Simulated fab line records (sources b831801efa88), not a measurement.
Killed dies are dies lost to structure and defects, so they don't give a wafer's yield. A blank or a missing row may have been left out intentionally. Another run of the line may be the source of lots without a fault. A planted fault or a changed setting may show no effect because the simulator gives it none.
Problem report, 8D (eight disciplines) form, completed by code || flow sky130 || the parts of the form that need people (team, actions taken, sign-off) are left out

== 1. PROBLEM STATEMENT ==
Wafers without a fault read 23.02 C, standard deviation 0.1; developer temp C at SKY_VT_ADJUST_HVTP_DEVELOP_06 reads a mean of 22.06 C on 6 wafers belonging to 2 lots. Measured from the usual mean, that is -9.6 standard deviations.
The step: develop time 60 s.
First observed at day 10 14:53: wafer L631.1, on litho track-03. The record has a number at this step for 39 wafers belonging to 13 lots. The rule behind "out" and "out of limits": a value lying over 4 standard deviations away from the usual mean. Any other wafer with a number is counted as sound.

== 2. WHAT IT IS, AND WHAT IT ISN'T ==
{"question": "which readings at this step", "is": "developer temp C", "is not": "-"}
{"question": "which lots", "is": "L631, L632", "is not": "L615, L618, L619, L621, L622, L624, L625, L626, L627, L636, L637"}
{"question": "which wafers of those lots", "is": "all that have a number", "is not": "-"}
{"question": "read on which tools", "is": "litho track-03", "is not": "litho track-01, litho track-02"}
{"question": "when", "is": "from day 10 14:53", "is not": "up to then (27 sound wafers); but 6 sound wafers of L636, L637 came after"}

== 3. THE SUSPECTS, EACH WITH WHAT RULES IT OUT ==
Counting: a tool at any process step up to the reading remains a suspect when it ran all the lots that are out and ran no sound lot after the first of those.
- litho track-03 at SKY_VT_ADJUST_HVTP_DEVELOP_06 (develop time 60 s): kept. It processed each lot that is out, first L631 at day 10 14:53, and no sound lot thereafter; up to then, the last sound lot it processed was L627 at day 9 13:41. Its own readings are out on those wafers: developer temp C.
After counting, what remains is litho track-03 at SKY_VT_ADJUST_HVTP_DEVELOP_06.

== 4. THE CAUSE (what the simulator had put in) ==
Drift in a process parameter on litho track-03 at SKY_VT_ADJUST_HVTP_DEVELOP_06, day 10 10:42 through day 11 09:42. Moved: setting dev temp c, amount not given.
This tool alone remained once counting was done.

== 5. SEQUENCE OF EFFECTS, ordered by route ==
One row per reading whose mean, taken over the struck wafers that have a number, lies over 3 standard deviations from the usual. Readings are gone through only where the record gives a usual standard deviation; hours: the median, over the lots, of the time from a lot's start at the first step in this table giving one to that lot's start at this step; sigmas: the change measured in usual standard deviations.
{"hours": 0, "step": "SKY_VT_ADJUST_HVTP_DEVELOP_06", "reading": "developer temp C", "usual": "23.02 C", "on struck wafers": 22.06, "change": -0.96, "sigmas": -9.6}
It contains these process steps:
- SKY_VT_ADJUST_HVTP_DEVELOP_06: develop time 60 s.

== 6. WHAT WOULD HAVE CAUGHT IT SOONER ==
In this record no reading fell out of limits until day 10 14:53, 4 hours after the fault had begun at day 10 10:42.
